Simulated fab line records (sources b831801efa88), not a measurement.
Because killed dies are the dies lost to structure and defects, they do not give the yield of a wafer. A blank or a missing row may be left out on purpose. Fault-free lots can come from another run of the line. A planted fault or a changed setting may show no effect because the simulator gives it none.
Which tool is to blame? ; flow gf180mcu ; 39 wafers from 13 lots sampled at 6 of the route's 602 steps

WHAT THE GAUGES SHOWED, per wafer
GF_NWELL_TW_MEAS_11. Usual: NWELL_TW typically reads 1567, with standard deviation 9.8.
lot;measured;on;NWELL_TW;flag
L358;day 3 17:44;filmMetro-04;1553 1558 1556;
L359;day 3 19:31;filmMetro-02;1586 1571 1572;
L363;day 4 16:39;filmMetro-04;1569 1564 1575;
L362;day 4 16:51;filmMetro-04;1561 1572 1566;
L364;day 4 21:44;filmMetro-02;1573 1578 1573;
L365;day 5 04:56;filmMetro-04;1898 1901 1902 1897 1900 1911;OFF
L367;day 5 15:28;filmMetro-04;1901 1911 1902 1896 1897 1903;OFF
L368;day 5 20:12;filmMetro-02;1578 1586 1566;
L369;day 6 00:43;filmMetro-04;1914 1901 1895 1895 1899 1901;OFF
L376;day 7 15:03;filmMetro-04;1574 1574 1571;
L378;day 8 01:26;filmMetro-01;1567 1561 1567;
L379;day 8 07:48;filmMetro-02;1561 1564 1570;
L380;day 8 12:17;filmMetro-01;1561 1568 1566;

GF_VT_IMPLANT_RS_MEAS_47: the measuring method here is four-point-probe. Usual: NWELL_RS typically reads 487.6 ohm/sq, with standard deviation 1.2.
lot;measured;on;NWELL_RS (ohm/sq);flag
L358;day 8 01:10;filmMetro-02;485.8 485.0 487.0;
L359;day 8 05:13;filmMetro-02;488.7 488.6 488.9;
L363;day 9 05:31;filmMetro-01;489.2 487.3 485.8;
L362;day 9 06:35;filmMetro-01;486.0 484.8 485.8;
L364;day 9 12:09;filmMetro-01;489.9 487.6 489.6;
L365;day 9 21:24;filmMetro-04;349.5 349.8 349.8 349.9 350.6 349.6;OFF
L367;day 10 08:52;filmMetro-01;348.7 349.3 349.8 349.2 349.8 350.4;OFF
L368;day 10 15:57;filmMetro-04;487.9 487.2 487.7;
L369;day 10 21:16;filmMetro-02;348.2 349.5 349.1 347.9 349.1 349.2;OFF
L376;day 12 20:18;filmMetro-02;487.2 489.2 488.3;
L378;day 13 11:08;filmMetro-02;488.5 488.5 487.6;
L379;day 13 18:24;filmMetro-02;488.8 487.6 487.3;
L380;day 14 01:02;filmMetro-04;487.8 487.5 487.2;

GF_HV_LDD_OVL_MEAS_47. Usual: HV_LDD_03_OVL typically reads -0.5 nm, with standard deviation 1.4.
lot;measured;on;HV_LDD_03_OVL (nm);flag
L358;day 12 23:08;overlay-02;-1.6 -1.5 -2.2;
L359;day 13 02:47;overlay-02;-1.4 -0.9 -0.7;
L363;day 14 09:08;overlay-02;-2.3 -1.2 -1.9;
L362;day 14 09:50;overlay-02;-0.2 1.1 -0.5;
L364;day 14 19:19;overlay-02;0.4 0.7 0.1;
L368;day 16 03:11;overlay-01;-0.9 0.2 -0.8;
L376;day 18 16:44;overlay-02;-0.5 0.1 -1.1;
L378;day 19 09:35;overlay-01;-1.5 -1.8 -2.7;
L379;day 19 17:25;overlay-01;-1.5 -1.0 -2.4;
L380;day 20 01:47;overlay-01;0.0 -1.4 0.4;

GF_HV_LDD_THK_MEAS_57. Usual: HV_LDD_CVD_56_THK typically reads 90.4 nm, with standard deviation 1.
lot;measured;on;HV_LDD_CVD_56_THK (nm);flag
L358;day 13 02:46;filmMetro-04;90.6 91.4 91.3;
L359;day 13 05:53;filmMetro-04;90.7 91.3 90.8;
L363;day 14 13:02;filmMetro-02;89.7 89.9 90.3;
L362;day 14 14:29;filmMetro-02;90.4 89.4 89.4;
L364;day 14 22:24;filmMetro-01;91.7 91.8 91.8;
L368;day 16 06:18;filmMetro-01;91.1 91.2 91.4;
L376;day 18 19:52;filmMetro-02;88.3 88.5 89.0;
L378;day 19 12:41;filmMetro-01;89.7 90.0 90.5;
L379;day 19 20:35;filmMetro-04;89.5 89.5 89.5;
L380;day 20 04:53;filmMetro-02;88.0 87.6 88.2;

WHICH TOOL RAN EACH LOT (tool, then ch and the chambers of the sampled wafers, then the start)
lot;GF_NWELL_IMPLANT_08;GF_HV_LDD_STRIP_49
L358;implanter-01 ch 0, day 3 17:20;plasmaAsher-01 ch 0,1, day 12 23:19
L359;implanter-04 ch 0, day 3 19:07;plasmaAsher-03 ch 0,1, day 13 02:58
L363;implanter-04 ch 0, day 4 16:15;plasmaAsher-02 ch 0,1, day 14 09:19
L362;implanter-01 ch 0, day 4 16:29;plasmaAsher-02 ch 0,1, day 14 10:03
L364;implanter-01 ch 0, day 4 21:20;plasmaAsher-01 ch 0,1, day 14 19:29
L365;implanter-01 ch 0, day 5 04:14;-
L367;implanter-04 ch 0, day 5 14:42;-
L368;implanter-01 ch 0, day 5 19:50;plasmaAsher-02 ch 0,1, day 16 03:24
L369;implanter-02 ch 0, day 5 23:56;-
L376;implanter-04 ch 0, day 7 14:41;plasmaAsher-03 ch 0,1, day 18 16:56
L378;implanter-04 ch 0, day 8 01:03;plasmaAsher-03 ch 0,1, day 19 09:46
L379;implanter-04 ch 0, day 8 07:26;plasmaAsher-01 ch 0,1, day 19 17:38
L380;implanter-02 ch 0, day 8 11:54;plasmaAsher-03 ch 1, day 20 01:58
- GF_NWELL_IMPLANT_08
- GF_HV_LDD_STRIP_49: strips in O2/N2.

AS READ BY THE TOOLS THEMSELVES (means over the sampled wafers that have a number; for cases with no such wafer, the mark the record gives instead)
GF_NWELL_IMPLANT_08. Usual: 1.4997e+13 for doseIonsCm2, sd 1.6e+10.
lot;tool;doseIonsCm2;flag
L358;implanter-01;1.4987e+13;
L359;implanter-04;1.4984e+13;
L363;implanter-04;1.4995e+13;
L362;implanter-01;1.5000e+13;
L364;implanter-01;1.4991e+13;
L365;implanter-01;1.4986e+13;
L367;implanter-04;1.4988e+13;
L368;implanter-01;1.4992e+13;
L369;implanter-02;1.4993e+13;
L376;implanter-04;1.5016e+13;
L378;implanter-04;1.4981e+13;
L379;implanter-04;1.4998e+13;
L380;implanter-02;1.4998e+13;

GF_HV_LDD_STRIP_49. Usual: drypumpMotorCurrentA 5.5 A, standard deviation 0.36; heaterPowerW 330 W, standard deviation 28; oesProductAu 0.717 a.u., standard deviation 0.0044; stripTimeToEndpointS 12.61 s, standard deviation 0.039.
lot;tool;drypumpMotorCurrentA (A);heaterPowerW (W);oesProductAu (a.u.);stripTimeToEndpointS (s);flag
L358;plasmaAsher-01;5.1;294;0.720;12.65;
L359;plasmaAsher-03;5.9;354;0.713;12.65;
L363;plasmaAsher-02;5.5;317;0.716;12.55;
L362;plasmaAsher-02;5.5;319;0.711;12.61;
L364;plasmaAsher-01;5.1;317;0.720;12.61;
L368;plasmaAsher-02;5.4;315;0.719;12.61;
L376;plasmaAsher-03;5.9;350;0.718;12.57;
L378;plasmaAsher-03;5.9;354;0.714;12.62;
L379;plasmaAsher-01;5.1;313;0.719;12.56;
L380;plasmaAsher-03;5.9;338;0.717;12.55;

THE ANSWER, worked out from the rows above alone
Rule: a lot is off if the mean of its wafers that have a number lies more than 3 standard deviations from the usual mean. Also off: a lot with no number at a reading for which 4 or more lots have one. Where the step has rows for the other lots, those lots are counted as sound. Order of review: gauges by route order, followed by the tools' own readings, for which a lot's mean as printed above is used. The first step at which some lot is off is used, and at that step the reading that is off furthest; a lot without a number counts as furthest.
Off: L365, L367, L369, at GF_NWELL_TW_MEAS_11 (NWELL_TW).
If a tool, at a process step before that reading, ran all the lots that are off and no sound lot after the first of them, it fits. Those tools and the gauges at GF_NWELL_TW_MEAS_11 are tried in the same way. Not one of the candidates tried fits.

WHAT THE SIMULATOR PUT IN
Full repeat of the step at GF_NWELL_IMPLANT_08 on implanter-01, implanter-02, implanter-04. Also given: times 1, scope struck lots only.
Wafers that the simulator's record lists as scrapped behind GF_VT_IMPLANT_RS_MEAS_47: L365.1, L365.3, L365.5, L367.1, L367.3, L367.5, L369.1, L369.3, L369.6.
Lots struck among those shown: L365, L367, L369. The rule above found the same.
